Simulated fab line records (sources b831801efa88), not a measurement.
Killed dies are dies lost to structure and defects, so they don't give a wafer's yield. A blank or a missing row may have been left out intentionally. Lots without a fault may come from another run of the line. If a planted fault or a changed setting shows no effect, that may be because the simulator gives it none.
Which of the tools did it? | flow sky130 | Sampling: 14 lots, 42 wafers, 2 of 708 route steps

## WHAT EACH GAUGE READ, for each wafer
SKY_VIA3_THK_MEAS_01. Usual: VIA3_HDPCVD_THK gives 1634 nm (standard deviation 19).
lot  | measured     | on            | VIA3_HDPCVD_THK (nm) | flag
L959 | day 39 01:19 | film metro-03 | 1606 1605 1619       |
L964 | day 40 10:35 | film metro-03 | 1629 1637 1629       |
L965 | day 40 21:40 | film metro-04 | 1648 1652 1660       |
L966 | day 41 08:32 | film metro-01 | 1666 1664 1632       |
L969 | day 42 10:03 | film metro-03 | 1655 1615 1629       |
L970 | day 42 14:46 | film metro-03 | 1621 1635 1680       |
L973 | day 43 11:59 | film metro-01 | 1633 1642 1665       |
L974 | day 43 17:59 | film metro-01 | 1618 1623 1649       |
L975 | day 43 20:07 | film metro-01 | 1645 1655 1647       |
L977 | day 44 06:58 | film metro-04 | 1620 1620 1663       |
L979 | day 44 13:07 | film metro-04 | 1628 1623 1620       |
L980 | day 45 02:30 | film metro-04 | 1614 1576 1649       |
L981 | day 45 07:22 | film metro-03 | 1609 1658 1620       |
L982 | day 45 07:33 | film metro-01 | 1604 1621 1617       |

## EACH LOT AND THE TOOL THAT RAN IT (in order: tool; ch and the chambers of the sampled wafers; start)
lot  | SKY_CAPM_STRIP_14
L959 | plasma asher-02 ch 0,1, day 37 21:07
L964 | plasma asher-04 ch 0,1, day 39 07:38
L965 | plasma asher-04 ch 0,1, day 39 18:53
L966 | plasma asher-04 ch 0,1, day 40 06:57
L969 | plasma asher-03 ch 0,1, day 41 07:40
L970 | plasma asher-04 ch 0,1, day 41 12:58
L973 | plasma asher-04 ch 0,1, day 42 11:47
L974 | plasma asher-04 ch 0,1, day 42 16:03
L975 | plasma asher-04 ch 0,1, day 42 19:17
L977 | plasma asher-02 ch 0,1, day 43 05:42
L979 | plasma asher-03 ch 0,1, day 43 13:15
L980 | plasma asher-04 ch 0,1, day 44 02:31
L981 | plasma asher-03 ch 0,1, day 44 06:44
L982 | plasma asher-02 ch 0,1, day 44 06:57
- SKY_CAPM_STRIP_14: strips in O2/N2.

## WHAT THE TOOLS THEMSELVES READ (means of the sampled wafers that have a number; where no wafer has one, the mark that the record gives instead)
SKY_CAPM_STRIP_14. Usual: drypump motor current A 5.7 A, standard deviation 0.35; oes product au 0.711 a.u., standard deviation 0.0042; strip time to endpoint s 12.71 s, standard deviation 0.058.
lot  | tool            | drypump motor current A (A) | oes product au (a.u.) | strip time to endpoint s (s) | flag
L959 | plasma asher-02 | 5.7                         | 0.712                 | 12.77                        |
L964 | plasma asher-04 | 5.8                         | 0.714                 | 12.71                        |
L965 | plasma asher-04 | 5.9                         | 0.713                 | 12.78                        |
L966 | plasma asher-04 | 5.9                         | 0.705                 | 12.61                        |
L969 | plasma asher-03 | 5.4                         | 0.708                 | 12.68                        |
L970 | plasma asher-04 | 5.9                         | 0.712                 | 12.73                        |
L973 | plasma asher-04 | 5.9                         | 0.712                 | 12.77                        |
L974 | plasma asher-04 | 5.8                         | 0.711                 | 12.63                        |
L975 | plasma asher-04 | 5.9                         | 0.706                 | 12.65                        |
L977 | plasma asher-02 | 5.7                         | 0.713                 | 12.76                        |
L979 | plasma asher-03 | 5.4                         | 0.708                 | 12.77                        |
L980 | plasma asher-04 | 5.8                         | 0.711                 | 12.64                        |
L981 | plasma asher-03 | 5.4                         | 0.710                 | 12.74                        |
L982 | plasma asher-02 | 5.7                         | 0.709                 | 12.69                        |

## THE ANSWER, worked out from the rows above alone
Rule: a lot is off if the mean of its wafers that have a number lies more than 3 standard deviations from the usual mean. A lot without any number at a reading at which 4 lots or more have one is off too. The other lots that the step has rows for count as sound. First the gauges in route order, then the tools' own readings, where a lot's mean is used as printed above. The first step at which some lot is off is used, and at that step the reading that is off furthest; a lot without a number counts as furthest.
None of the lots is off at any reading shown; this tells nothing.

## WHAT THE SIMULATOR HAD INSERTED
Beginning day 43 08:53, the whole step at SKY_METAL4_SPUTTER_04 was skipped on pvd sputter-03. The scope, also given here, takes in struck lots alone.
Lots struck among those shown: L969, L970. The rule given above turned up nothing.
